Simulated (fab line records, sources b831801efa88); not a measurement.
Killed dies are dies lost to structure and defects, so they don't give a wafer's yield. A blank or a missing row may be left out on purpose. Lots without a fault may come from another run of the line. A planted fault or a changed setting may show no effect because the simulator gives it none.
Which tool did it? | flow gf180mcu | 13 lots, 39 wafers sampled, at 6 steps of a route of 602

WHAT THE GAUGES READ, wafer by wafer
GF_CONTACT_THK_MEAS_01. Usual: CONTACT_CVD_00_THK 297.1 nm, standard deviation 2.8.
lot  | measured     | on            | CONTACT_CVD_00_THK (nm) | flag
L363 | day 15 02:22 | film_metro-02 | 296.4 299.7 294.5       |
L364 | day 15 20:03 | film_metro-02 | 299.5 298.8 296.1       |
L365 | day 15 23:53 | film_metro-03 | 300.4 297.7 300.4       |
L366 | day 16 13:44 | film_metro-01 | 297.3 295.4 299.5       |
L368 | day 17 05:01 | film_metro-02 | 299.4 298.3 299.9       |
L369 | day 17 21:49 | film_metro-03 | 292.1 301.1 296.9       |
L371 | day 19 03:56 | film_metro-03 | 290.1 297.3 292.8       |
L372 | day 19 11:10 | film_metro-02 | 297.9 293.6 295.8       |
L376 | day 20 13:46 | film_metro-02 | 147.4 145.8 146.6       | OFF
L378 | day 21 07:26 | film_metro-01 | 144.7 144.3 144.5       | OFF
L379 | day 21 12:57 | film_metro-01 | 294.3 298.6 296.1       |
L381 | day 22 00:54 | film_metro-01 | 296.2 302.6 299.3       |
L382 | day 22 10:10 | film_metro-02 | 302.2 299.7 299.6       |

GF_M2_CD_MEAS_14: target cd 280 nm. Usual: cd_nm 279.8 nm, standard deviation 1.3.
lot  | measured     | on        | cd_nm (nm)        | flag
L363 | day 19 00:48 | cd_sem-02 | 279.0 279.5 277.7 |
L364 | day 19 22:31 | cd_sem-01 | 278.0 278.7 278.1 |
L365 | day 20 00:54 | cd_sem-02 | 278.5 278.9 278.4 |
L366 | day 20 17:08 | cd_sem-02 | 280.8 279.6 279.7 |
L368 | day 21 09:08 | cd_sem-01 | 280.8 280.9 281.9 |
L369 | day 22 02:50 | cd_sem-02 | 279.3 278.6 279.6 |
L371 | day 23 07:07 | cd_sem-02 | 279.9 280.2 280.2 |
L372 | day 23 15:19 | cd_sem-01 | 281.6 281.4 281.0 |
L376 | day 24 16:35 | cd_sem-01 | 280.9 281.7 281.7 |
L378 | day 25 07:59 | cd_sem-01 | 280.5 279.2 280.3 |
L379 | day 25 12:21 | cd_sem-02 | 277.1 278.8 277.3 |
L381 | day 25 23:22 | cd_sem-02 | 280.9 279.8 280.9 |
L382 | day 26 06:52 | cd_sem-01 | 279.6 279.7 279.5 |

WHICH TOOL RAN EACH LOT (tool, then ch and the chambers of the sampled wafers, then the start)
lot  | GF_CONTACT_CVD_00                | GF_CONTACT_CVD_02               | GF_CONTACT_ETCH_17                            | GF_M2_SPUTTER_04
L363 | hdpcvd-02 ch 1,2, day 15 02:19   | pecvd-03 ch 0,1,2, day 15 02:25 | rie_diel-04 ch 0,3, day 18 01:05 or earlier   | pvd_sputter-04, day 18 01:05
L364 | hdpcvd-02 ch 0,1,2, day 15 20:00 | pecvd-01 ch 0,2, day 15 20:07   | rie_diel-01 ch 0,1,2, day 18 22:18 or earlier | pvd_sputter-03, day 18 22:18
L365 | hdpcvd-02 ch 0,1,2, day 15 23:50 | pecvd-03 ch 0,1,2, day 15 23:58 | rie_diel-01 ch 0,1,3, day 19 01:05 or earlier | pvd_sputter-01, day 19 01:05
L366 | hdpcvd-02 ch 1,2, day 16 13:41   | pecvd-01 ch 0,2, day 16 13:47   | rie_diel-01 ch 0,2, day 19 17:38 or earlier   | pvd_sputter-01, day 19 17:38
L368 | hdpcvd-02 ch 0,2, day 17 04:57   | pecvd-01 ch 0,1, day 17 05:03   | rie_diel-04 ch 0,1, day 20 09:17 or earlier   | pvd_sputter-03, day 20 09:17
L369 | hdpcvd-01 ch 0,1,2, day 17 21:46 | pecvd-02 ch 0,2, day 17 21:53   | rie_diel-01 ch 0,2, day 21 03:11 or earlier   | pvd_sputter-01, day 21 03:11
L371 | hdpcvd-02 ch 0,1,2, day 19 03:53 | pecvd-01 ch 1,2, day 19 03:59   | rie_diel-03 ch 1,2,3, day 22 07:45 or earlier | pvd_sputter-04, day 22 07:45
L372 | hdpcvd-01 ch 0,1,2, day 19 11:07 | pecvd-03 ch 0,1,2, day 19 11:13 | rie_diel-01 ch 1,2, day 22 16:00 or earlier   | pvd_sputter-03, day 22 16:00
L376 | hdpcvd-02 ch 1,2, day 20 13:43   | pecvd-01 ch 0,2, day 20 13:49   | rie_diel-03 ch 0,1, day 23 17:56 or earlier   | pvd_sputter-04, day 23 17:56
L378 | hdpcvd-02 ch 0,1,2, day 21 07:23 | pecvd-02 ch 0,1,2, day 21 07:29 | rie_diel-04 ch 0,3, day 24 09:56 or earlier   | pvd_sputter-04, day 24 09:56
L379 | hdpcvd-01 ch 1,2, day 21 12:55   | pecvd-01 ch 0,2, day 21 13:01   | rie_diel-04 ch 0,2, day 24 14:58 or earlier   | pvd_sputter-01, day 24 14:58
L381 | hdpcvd-01 ch 0,1,2, day 22 00:50 | pecvd-03 ch 0,1,2, day 22 00:58 | rie_diel-03 ch 0,3, day 25 01:37 or earlier   | pvd_sputter-03, day 25 01:37
L382 | hdpcvd-01 ch 1,2, day 22 10:06   | pecvd-02 ch 0,1, day 22 10:13   | rie_diel-03 ch 0,2,3, day 25 10:05 or earlier | pvd_sputter-04, day 25 10:05
- GF_CONTACT_CVD_00: deposits SiO2, target thk 300 nm, time 50 s.
- GF_CONTACT_CVD_02: deposits SiO2 from TEOS, target thk 860 nm, time 95.992 s.
- GF_CONTACT_ETCH_17: etches SiO2 in C4F8/O2/Ar, stops on CoSi2, target depth 860 nm.
- GF_M2_SPUTTER_04: material TiN, target thk 50 nm, time 41.7 s.

WHAT THE TOOLS THEMSELVES READ (means of the sampled wafers that have a number; where no wafer has one, the mark that the record gives instead)
GF_CONTACT_CVD_00. Usual: sih4_flow_sccm 59.99 sccm, standard deviation 0.19.
lot  | tool      | sih4_flow_sccm (sccm) | flag
L363 | hdpcvd-02 | 59.54                 |
L364 | hdpcvd-02 | 60.13                 |
L365 | hdpcvd-02 | 60.08                 |
L366 | hdpcvd-02 | 60.10                 |
L368 | hdpcvd-02 | 59.96                 |
L369 | hdpcvd-01 | 60.25                 |
L371 | hdpcvd-02 | 59.91                 |
L372 | hdpcvd-01 | 60.13                 |
L376 | hdpcvd-02 | 29.98                 | OFF
L378 | hdpcvd-02 | 30.13                 | OFF
L379 | hdpcvd-01 | 59.98                 |
L381 | hdpcvd-01 | 59.99                 |
L382 | hdpcvd-01 | 59.97                 |

GF_CONTACT_CVD_02. Usual: heater_power_w 739 W, standard deviation 130.
lot  | tool     | heater_power_w (W) | flag
L363 | pecvd-03 | 617                |
L364 | pecvd-01 | 782                |
L365 | pecvd-03 | 692                |
L366 | pecvd-01 | 781                |
L368 | pecvd-01 | 795                |
L369 | pecvd-02 | 708                |
L371 | pecvd-01 | 744                |
L372 | pecvd-03 | 683                |
L376 | pecvd-01 | 901                |
L378 | pecvd-02 | 787                |
L379 | pecvd-01 | 861                |
L381 | pecvd-03 | 682                |
L382 | pecvd-02 | 799                |

GF_CONTACT_ETCH_17. Usual: oes_product_au 0.814 a.u., standard deviation 0.0046.
lot  | tool        | oes_product_au (a.u.) | flag
L363 | rie_diel-04 | 0.817                 |
L364 | rie_diel-01 | 0.815                 |
L365 | rie_diel-01 | 0.813                 |
L366 | rie_diel-01 | 0.812                 |
L368 | rie_diel-04 | 0.815                 |
L369 | rie_diel-01 | 0.812                 |
L371 | rie_diel-03 | 0.816                 |
L372 | rie_diel-01 | 0.814                 |
L376 | rie_diel-03 | 0.739                 | OFF
L378 | rie_diel-04 | 0.734                 | OFF
L379 | rie_diel-04 | 0.817                 |
L381 | rie_diel-03 | 0.818                 |
L382 | rie_diel-03 | 0.810                 |

GF_M2_SPUTTER_04. Usual: cathode_dc_power_W 6500.0 W, standard deviation 1.1; throttle_valve_pct 30.6 %, standard deviation 0.78.
lot  | tool           | cathode_dc_power_W (W) | throttle_valve_pct (%) | flag
L363 | pvd_sputter-04 | 6499.8                 | 31.2                   |
L364 | pvd_sputter-03 | 6500.8                 | 30.8                   |
L365 | pvd_sputter-01 | 6500.2                 | 30.8                   |
L366 | pvd_sputter-01 | 6499.2                 | 30.9                   |
L368 | pvd_sputter-03 | 6499.6                 | 30.9                   |
L369 | pvd_sputter-01 | 6499.6                 | 30.7                   |
L371 | pvd_sputter-04 | 6498.5                 | 30.2                   |
L372 | pvd_sputter-03 | 6500.2                 | 30.8                   |
L376 | pvd_sputter-04 | 6500.6                 | 31.3                   |
L378 | pvd_sputter-04 | 6499.8                 | 31.1                   |
L379 | pvd_sputter-01 | 6500.7                 | 30.7                   |
L381 | pvd_sputter-03 | 6501.1                 | 30.5                   |
L382 | pvd_sputter-04 | 6500.1                 | 30.5                   |

THE ANSWER, worked out from the rows above alone
Rule: a lot is off if the mean of its wafers that have a number lies more than 3 standard deviations from the usual mean. A lot without any number at a reading at which 4 lots or more have one is off too. The other lots that the step has rows for count as sound. The gauges are gone through in route order, then the tools' own readings, and for those a lot's mean is taken as printed above. The first step at which some lot is off is used, and at that step the reading that is off furthest; a lot without a number counts as furthest.
Off: L376, L378, at GF_CONTACT_THK_MEAS_01 (CONTACT_CVD_00_THK).
A tool fits if, at a process step before that reading, it ran every lot that is off, and no sound lot after the first of them. The gauges at GF_CONTACT_THK_MEAS_01 aren't tried: what is off there is off at GF_CONTACT_CVD_00 too, on other tools, and a gauge's error can't cause that. One fits: hdpcvd-02 at GF_CONTACT_CVD_00. Its last sound lot is L371 (day 19 03:53), its first lot that is off L376 (day 20 13:43): a fault that began between those two fits.
The tool's own readings at GF_CONTACT_CVD_00 bear it out: on the lots that are off they differ by more than 5 times the standard deviation of the sound lots' means. sih4_flow_sccm reads 30.05 sccm there against 60.00 sccm on the sound lots.

WHAT THE SIMULATOR HAD PUT IN
Process parameter drift: hdpcvd-02, from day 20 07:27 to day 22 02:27, at GF_CONTACT_CVD_00. Setting sih4_flow_sccm, moved by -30, from 60. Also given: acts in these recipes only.
Lots struck among those shown: L376, L378. The rule above found the same.
